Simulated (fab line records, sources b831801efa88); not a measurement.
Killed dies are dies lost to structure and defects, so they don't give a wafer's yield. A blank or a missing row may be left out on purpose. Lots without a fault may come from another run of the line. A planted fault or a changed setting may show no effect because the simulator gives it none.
Which tool did it? | flow gf180mcu | 12 lots, 35 wafers sampled, at 6 steps of a route of 602

WHAT THE GAUGES READ, wafer by wafer
GF_V3_THK_MEAS_03. Usual: V3_CVD_02_THK 845 nm, standard deviation 9.8.
lot  | measured     | on            | V3_CVD_02_THK (nm) | flag
L560 | day 21 23:58 | film_metro-01 | 838 834 855        |
L561 | day 22 07:08 | film_metro-02 | 851 850 865        |
L564 | day 23 13:01 | film_metro-01 | 844 848 848        |
L566 | day 24 02:24 | film_metro-01 | 841 1156           | OFF
L568 | day 25 04:15 | film_metro-02 | 854 857 1163       | OFF
L574 | day 27 06:04 | film_metro-03 | 821 830 853        |
L575 | day 27 15:09 | film_metro-03 | 832 844 862        |
L576 | day 27 21:30 | film_metro-01 | 845 841 852        |
L579 | day 28 15:34 | film_metro-02 | 851 845 846        |
L578 | day 28 15:55 | film_metro-01 | 840 840 845        |
L580 | day 28 19:53 | film_metro-03 | 854 842 854        |
L581 | day 28 23:44 | film_metro-03 | 840 834 842        |

GF_V3_CD_MEAS_14: target cd 260 nm. Usual: cd_nm 259.4 nm, standard deviation 1.
lot  | measured     | on        | cd_nm (nm)        | flag
L560 | day 22 23:34 | cd_sem-01 | 258.1 258.9 259.0 |
L561 | day 23 06:32 | cd_sem-02 | 258.8 258.0 259.4 |
L564 | day 24 11:49 | cd_sem-01 | 258.6 259.6 257.1 |
L566 | day 25 00:17 | cd_sem-02 | 260.3 262.0       |
L568 | day 26 02:28 | cd_sem-01 | 261.0 261.2 260.1 |
L574 | day 28 02:22 | cd_sem-01 | 258.6 260.3 260.3 |
L575 | day 28 11:23 | cd_sem-02 | 260.6 259.0 260.4 |
L576 | day 28 17:17 | cd_sem-01 | 260.2 259.9 261.3 |
L579 | day 29 10:50 | cd_sem-01 | 259.3 259.6 258.2 |
L578 | day 29 11:28 | cd_sem-02 | 259.1 259.3 260.3 |
L580 | day 29 15:23 | cd_sem-02 | 258.1 260.0 258.8 |
L581 | day 29 18:22 | cd_sem-01 | 259.2 259.8 258.8 |

WHICH TOOL RAN EACH LOT (tool, then ch and the chambers of the sampled wafers, then the start)
lot  | GF_V2_SPUTTER_22             | GF_M3_SPUTTER_02             | GF_V3_CVD_02                    | GF_V3_CMP_04
L560 | pvd_sputter-04, day 20 21:44 | pvd_sputter-01, day 20 22:30 | pecvd-04 ch 1,2, day 21 23:53   | cmp-01 ch 0,1, day 22 00:01
L561 | pvd_sputter-03, day 21 05:35 | pvd_sputter-01, day 21 06:21 | pecvd-01 ch 1,2, day 22 07:03   | cmp-01 ch 0,1,2, day 22 07:17
L564 | pvd_sputter-01, day 22 13:18 | pvd_sputter-02, day 22 14:04 | pecvd-04 ch 1,2, day 23 12:56   | cmp-02 ch 0,2,3, day 23 13:04
L566 | pvd_sputter-03, day 23 01:10 | pvd_sputter-02, day 23 01:56 | pecvd-04 ch 1,2, day 24 02:19   | cmp-02 ch 0, day 24 02:30
L568 | pvd_sputter-04, day 24 05:20 | pvd_sputter-01, day 24 06:05 | pecvd-04 ch 0,1,2, day 25 04:11 | cmp-01 ch 0,3, day 25 04:19
L574 | pvd_sputter-03, day 26 08:05 | pvd_sputter-02, day 26 08:52 | pecvd-03 ch 0,2, day 27 05:59   | cmp-01 ch 1,3, day 27 06:07
L575 | pvd_sputter-03, day 26 17:37 | pvd_sputter-02, day 26 18:23 | pecvd-01 ch 0,1,2, day 27 15:04 | cmp-01 ch 0,1,2, day 27 15:12
L576 | pvd_sputter-01, day 26 23:19 | pvd_sputter-01, day 27 00:05 | pecvd-01 ch 0,1, day 27 21:25   | cmp-02 ch 0,1,3, day 27 21:33
L579 | pvd_sputter-03, day 27 18:20 | pvd_sputter-02, day 27 19:06 | pecvd-01 ch 0,2, day 28 15:29   | cmp-02 ch 0,1,2, day 28 15:43
L578 | pvd_sputter-01, day 27 18:45 | pvd_sputter-03, day 27 19:31 | pecvd-03 ch 0,1,2, day 28 15:50 | cmp-02 ch 0,1,2, day 28 15:58
L580 | pvd_sputter-01, day 27 22:18 | pvd_sputter-02, day 27 23:04 | pecvd-03 ch 0,1, day 28 19:49   | cmp-02 ch 2,3, day 28 19:59
L581 | pvd_sputter-01, day 28 02:58 | pvd_sputter-03, day 28 03:44 | pecvd-03 ch 0,1,2, day 28 23:40 | cmp-02 ch 0,2, day 29 00:08
- GF_V2_SPUTTER_22: material TiN, target thk 10 nm, time 40 s.
- GF_M3_SPUTTER_02: material AlCu, target thk 450 nm, time 23.9 s.
- GF_V3_CVD_02: deposits SiO2 from TEOS, target thk 850 nm, time 94.851 s.
- GF_V3_CMP_04: polishes SiO2.

WHAT THE TOOLS THEMSELVES READ (means of the sampled wafers that have a number; where no wafer has one, the mark that the record gives instead)
GF_V2_SPUTTER_22. Usual: throttle_valve_pct 29.3 %, standard deviation 0.75.
lot  | tool           | throttle_valve_pct (%) | flag
L560 | pvd_sputter-04 | 29.4                   |
L561 | pvd_sputter-03 | 28.9                   |
L564 | pvd_sputter-01 | 29.4                   |
L566 | pvd_sputter-03 | 27.9                   |
L568 | pvd_sputter-04 | 29.4                   |
L574 | pvd_sputter-03 | 29.3                   |
L575 | pvd_sputter-03 | 29.4                   |
L576 | pvd_sputter-01 | 28.9                   |
L579 | pvd_sputter-03 | 29.5                   |
L578 | pvd_sputter-01 | 29.1                   |
L580 | pvd_sputter-01 | 29.3                   |
L581 | pvd_sputter-01 | 29.2                   |

GF_M3_SPUTTER_02. Usual: throttle_valve_pct 29.7 %, standard deviation 1.2.
lot  | tool           | throttle_valve_pct (%) | flag
L560 | pvd_sputter-01 | 29.1                   |
L561 | pvd_sputter-01 | 29.2                   |
L564 | pvd_sputter-02 | 31.2                   |
L566 | pvd_sputter-02 | 30.6                   |
L568 | pvd_sputter-01 | 29.5                   |
L574 | pvd_sputter-02 | 31.7                   |
L575 | pvd_sputter-02 | 31.1                   |
L576 | pvd_sputter-01 | 29.0                   |
L579 | pvd_sputter-02 | 31.0                   |
L578 | pvd_sputter-03 | 29.6                   |
L580 | pvd_sputter-02 | 31.6                   |
L581 | pvd_sputter-03 | 29.8                   |

GF_V3_CVD_02. Usual: heater_power_w 688 W, standard deviation 100.
lot  | tool     | heater_power_w (W) | flag
L560 | pecvd-04 | 650                |
L561 | pecvd-01 | 695                |
L564 | pecvd-04 | 677                |
L566 | pecvd-04 | 758                |
L568 | pecvd-04 | 606                |
L574 | pecvd-03 | 677                |
L575 | pecvd-01 | 632                |
L576 | pecvd-01 | 621                |
L579 | pecvd-01 | 611                |
L578 | pecvd-03 | 780                |
L580 | pecvd-03 | 781                |
L581 | pecvd-03 | 726                |

GF_V3_CMP_04. Usual: head_pressure_psi 3.999 psi, standard deviation 0.0084; motor_current_A 11.2 A, standard deviation 0.73; slurry_flow_ml_min 150.0, standard deviation 0.45; time_to_endpoint_s 79 s, standard deviation 4.5.
lot  | tool   | head_pressure_psi (psi) | motor_current_A (A) | slurry_flow_ml_min | time_to_endpoint_s (s) | flag
L560 | cmp-01 | 3.997                   | 10.9                | 150.0              | 81                     |
L561 | cmp-01 | 4.006                   | 11.3                | 150.3              | 82                     |
L564 | cmp-02 | 3.998                   | 10.6                | 149.9              | 82                     |
L566 | cmp-02 | 3.992                   | 10.6                | 150.8              | 140                    | OFF
L568 | cmp-01 | 4.007                   | 10.8                | 150.2              | 115                    | OFF
L574 | cmp-01 | 4.004                   | 11.1                | 150.4              | 75                     |
L575 | cmp-01 | 4.006                   | 11.3                | 149.9              | 78                     |
L576 | cmp-02 | 3.987                   | 10.7                | 150.3              | 79                     |
L579 | cmp-02 | 3.999                   | 11.5                | 150.1              | 78                     |
L578 | cmp-02 | 3.999                   | 11.1                | 149.7              | 74                     |
L580 | cmp-02 | 3.999                   | 11.1                | 149.9              | 77                     |
L581 | cmp-02 | 3.993                   | 10.9                | 149.7              | 70                     |

THE ANSWER, worked out from the rows above alone
Rule: a lot is off if the mean of its wafers that have a number lies more than 3 standard deviations from the usual mean. A lot without any number at a reading at which 4 lots or more have one is off too. The other lots that the step has rows for count as sound. The gauges are gone through in route order, then the tools' own readings, and for those a lot's mean is taken as printed above. The first step at which some lot is off is used, and at that step the reading that is off furthest; a lot without a number counts as furthest.
Off: L566, L568, at GF_V3_THK_MEAS_03 (V3_CVD_02_THK).
A tool fits if, at a process step before that reading, it ran every lot that is off, and no sound lot after the first of them. The gauges at GF_V3_THK_MEAS_03 aren't tried: what is off there is off at GF_V3_CMP_04 too, on other tools, and a gauge's error can't cause that. One fits: pecvd-04 at GF_V3_CVD_02. Its last sound lot is L564 (day 23 12:56), its first lot that is off L566 (day 24 02:19): a fault that began between those two fits.

WHAT THE SIMULATOR HAD PUT IN
Process parameter drift: pecvd-04, from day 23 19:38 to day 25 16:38, at GF_V3_CVD_02. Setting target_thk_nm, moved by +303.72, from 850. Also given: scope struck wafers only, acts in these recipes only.
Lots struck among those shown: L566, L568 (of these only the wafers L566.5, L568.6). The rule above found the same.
